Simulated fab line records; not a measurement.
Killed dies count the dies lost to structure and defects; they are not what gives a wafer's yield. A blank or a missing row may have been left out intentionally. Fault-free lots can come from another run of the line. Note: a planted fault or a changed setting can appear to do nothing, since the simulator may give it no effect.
A struck lot beside a sound one | flow gf180mcu | 14 steps out of a route of 602
Sound: wafers L584.1, L584.3, L584.5. Struck: wafers L602.3, L602.5, L602.6. Last of all comes the cause.
Each step with rows lists, per side, the tool, then ch with its chambers, then its first start. Under that, the readings that differ: sound wafers | struck wafers | difference of the means | sigmas: that difference in standard deviations of wafers without a fault.
alike: readings with means less than 2 such deviations apart, plus words and numbers identical on both sides. not compared: withheld readings, readings lacking a value on some wafer, bounds such as >300 that could conceal the same value, and numbers that have no deviation in the record and whose values overlap.
A row with sigmas, a row that says differs or no value, or rows on one side alone: a step with any of these is where the two part. Numbers that have no deviation but don't overlap get no sigmas and don't part them. A reading missing from all wafers of one side parts the sides only when that side holds two or more wafers.

first, 4 steps without rows for these wafers: GF_DNWELL_EXPOSE_04 (exposes mask DNWELL, target cd 1700 nm); GF_DNWELL_PEB_05; GF_DNWELL_DEVELOP_06 (develop time 60 s); GF_DNWELL_IMPLANT_07.
GF_DNWELL_STRIP_08: strips in O2/N2.
  sound on plasmaAsher-04 ch 0,1, day 3 04:58; struck on plasmaAsher-03 ch 0,1, day 7 04:57
  alike: drypumpMotorCurrentA, heaterPowerW, oesProductAu, stripTimeToEndpointS
  not compared: rfHoursCounterH
GF_DNWELL_TW_MEAS_09:
  sound: filmMetro-03 at day 3 05:04; struck: filmMetro-03 at day 7 05:02
  alike: DNWELL_TW
then, 6 steps without rows for these wafers: GF_NWELL_DEHYDRATE_00 (time 60 s); GF_NWELL_HMDS_01 (prime time 60 s); GF_NWELL_COAT_02 (resist thk 3000 nm); GF_NWELL_SOFTBAKE_03; GF_NWELL_EXPOSE_04 (exposes mask Nwell, target cd 860 nm); GF_NWELL_PEB_05.
GF_NWELL_DEVELOP_06: develop time 60 s.
  struck on lithoTrack-01, day 7 20:00; sound on lithoTrack-01 ch 0, day 3 17:00
  no value came back on the struck wafers for chillPlateTempC (C), developTimeS (s); on the sound wafers chillPlateTempC (C) reads 23.01 22.98 23.16
GF_NWELL_OVL_MEAS_07:
  sound: overlay-01 at day 3 17:49; struck: overlay-02 at day 7 20:47
reading        | sound         | struck | difference                    | sigmas
NWELL_OVL (nm) | -0.7 1.5 -0.2 | - - -  | no value on the struck wafers | 

WHERE THEY PART
At GF_NWELL_DEVELOP_06 first; at GF_NWELL_OVL_MEAS_07 last (within this record only).

WHY: the cause the simulator had injected
Step skipped in full: lithoTrack-01, at GF_NWELL_DEVELOP_06, from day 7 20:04 onward. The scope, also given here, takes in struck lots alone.
